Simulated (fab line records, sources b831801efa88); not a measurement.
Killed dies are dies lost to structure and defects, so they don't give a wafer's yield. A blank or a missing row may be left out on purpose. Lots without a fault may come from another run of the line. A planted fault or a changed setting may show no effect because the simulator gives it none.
Which tool did it? | flow sfq_line | 14 lots, 42 wafers sampled, at 2 steps of a route of 325

WHAT THE GAUGES READ, wafer by wafer
SFQ_R5_OVL_MEAS_935.
lot  | measured     | on         | R5_OVL (nm)
L370 | day 61 12:56 | overlay-02 | -4 -2 -1
L371 | day 62 06:48 | overlay-01 | 2 4 0
L372 | day 62 08:00 | overlay-02 | -1 1 -2
L374 | day 63 09:49 | overlay-02 | -1 7 11
L375 | day 68 03:49 | overlay-02 | 5 12 8
L376 | day 68 06:14 | overlay-02 | 8 5 7
L377 | day 68 15:50 | overlay-01 | 9 0 6
L379 | day 69 09:49 | overlay-01 | 10 10 10
L381 | day 69 13:13 | overlay-01 | 1 6 4
L384 | day 69 17:35 | overlay-01 | 9 11 11
L385 | day 75 03:19 | overlay-01 | -4 1 -8
L391 | day 76 04:30 | overlay-02 | 3 1 3
L392 | day 76 10:31 | overlay-02 | 11 10 6
L393 | day 77 12:00 | overlay-01 | 6 5 -2

WHICH TOOL RAN EACH LOT (tool, then ch and the chambers of the sampled wafers, then the start)
lot  | SFQ_TRILAYER_M5_STRIP_STRIP_127
L370 | rie_metal-03 ch 0, day 55 22:00
L371 | rie_metal-03 ch 0,1, day 57 00:32
L372 | rie_metal-04 ch 0,1, day 57 01:44
L374 | rie_metal-01 ch 0,1, day 57 10:08
L375 | rie_metal-03 ch 0,1, day 63 02:50
L376 | rie_metal-04 ch 0,1, day 63 05:14
L377 | rie_metal-03 ch 0,1, day 63 16:08
L379 | rie_metal-04 ch 0,1, day 64 06:26
L381 | rie_metal-01 ch 0,1, day 65 19:35
L384 | rie_metal-03 ch 1, day 66 02:47
L385 | rie_metal-01 ch 0,1, day 70 18:11
L391 | rie_metal-01 ch 0,1, day 71 20:23
L392 | rie_metal-04 ch 1, day 71 21:35
L393 | rie_metal-01 ch 0,1, day 73 03:28
- SFQ_TRILAYER_M5_STRIP_STRIP_127: strips in O2.

WHAT THE TOOLS THEMSELVES READ (means of the sampled wafers that have a number; where no wafer has one, the mark that the record gives instead)
SFQ_TRILAYER_M5_STRIP_STRIP_127.
lot  | tool         | drypump_motor_current_A (A) | oes_product_au (a.u.)
L370 | rie_metal-03 | 5.0                         | 0.989
L371 | rie_metal-03 | 5.4                         | 1.003
L372 | rie_metal-04 | 5.2                         | 0.992
L374 | rie_metal-01 | 5.9                         | 0.996
L375 | rie_metal-03 | 5.4                         | 0.997
L376 | rie_metal-04 | 5.3                         | 0.995
L377 | rie_metal-03 | 5.8                         | 1.011
L379 | rie_metal-04 | 5.1                         | 0.988
L381 | rie_metal-01 | 5.9                         | 1.000
L384 | rie_metal-03 | 6.2                         | 1.013
L385 | rie_metal-01 | 5.9                         | 1.006
L391 | rie_metal-01 | 5.9                         | 0.993
L392 | rie_metal-04 | 4.9                         | 1.002
L393 | rie_metal-01 | 5.9                         | 0.991

THE ANSWER, worked out from the rows above alone
Rule: what is usual is taken from the lots themselves. Put in order of their means at a reading, lots are off if they are a third of the lots or fewer, leave a main group of 4 or more, and stand apart from it by a gap of 3 or more times the standard deviation of the main group's means; of several such gaps the widest counts. A main group whose means are all the same, to the digits that the tables above print for the reading, isn't used. A lot without any number at a reading at which 4 lots or more have one is off too. The other lots that the step has rows for count as sound. The gauges are gone through in route order, then the tools' own readings, and for those a lot's mean is taken as printed above. The first step at which some lot is off is used, and at that step the reading that is off furthest; a lot without a number counts as furthest.
No lot is off at any reading shown: from this, nothing can be told.

WHAT THE SIMULATOR HAD PUT IN
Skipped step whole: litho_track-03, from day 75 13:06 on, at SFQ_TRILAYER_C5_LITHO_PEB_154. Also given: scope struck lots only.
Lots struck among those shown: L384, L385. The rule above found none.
